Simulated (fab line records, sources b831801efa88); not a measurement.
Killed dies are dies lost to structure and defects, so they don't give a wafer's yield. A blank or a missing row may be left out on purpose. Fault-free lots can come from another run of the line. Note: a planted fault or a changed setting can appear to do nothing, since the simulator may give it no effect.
Chamber matching -- flow gf180mcu -- pecvd-03 running GF_MIM_CVD_05: 3 sister chambers
The step deposits Si3N4, target thk 42 nm, time 29.086 s. 6 wafers are shown with their chamber, then 7 later ones without.

== WAFERS WITH THEIR CHAMBER ==
wafer,chamber,heater power w (W)
L079.2,2,785
L082.6,1,794
L084.3,2,843
L084.4,0,578
L089.3,0,560
L089.4,1,732

== WAFERS WITHOUT THEIR CHAMBER ==
wafer,heater power w (W)
L089.6,568
L093.2,789
L093.5,813
L093.6,795
L096.3,819
L096.4,583
L096.5,726

== THE CHAMBER EACH PASSED THROUGH ==
wafer,from the rows above,in truth
L089.6,0,0
L093.2,can't be placed: 2 or 1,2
L093.5,can't be placed: 2 or 1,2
L093.6,can't be placed: 2 or 1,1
L096.3,can't be placed: 2 or 1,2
L096.4,0,0
L096.5,can't be placed: 1 or 2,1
Correct placement for 2 of the 7. Cannot be placed on the basis of these rows: 5; the candidates contain the true chamber in 5. 0 placed wrongly.
How it was worked out, from the rows above alone: a wafer's distance from a chamber is the root of the sum, over the readings, of the square of ((its reading less the chamber's mean) divided by the reading's scatter). The wafer belongs to the nearest chamber; if the next one is less than 2 further off, it can't be placed. The mean given for a chamber averages the wafers shown for that chamber. How the scatter is found: for the shown wafers, subtract from each reading the mean of its chamber, square and add these, divide the total by (wafers less chambers), then take the root.
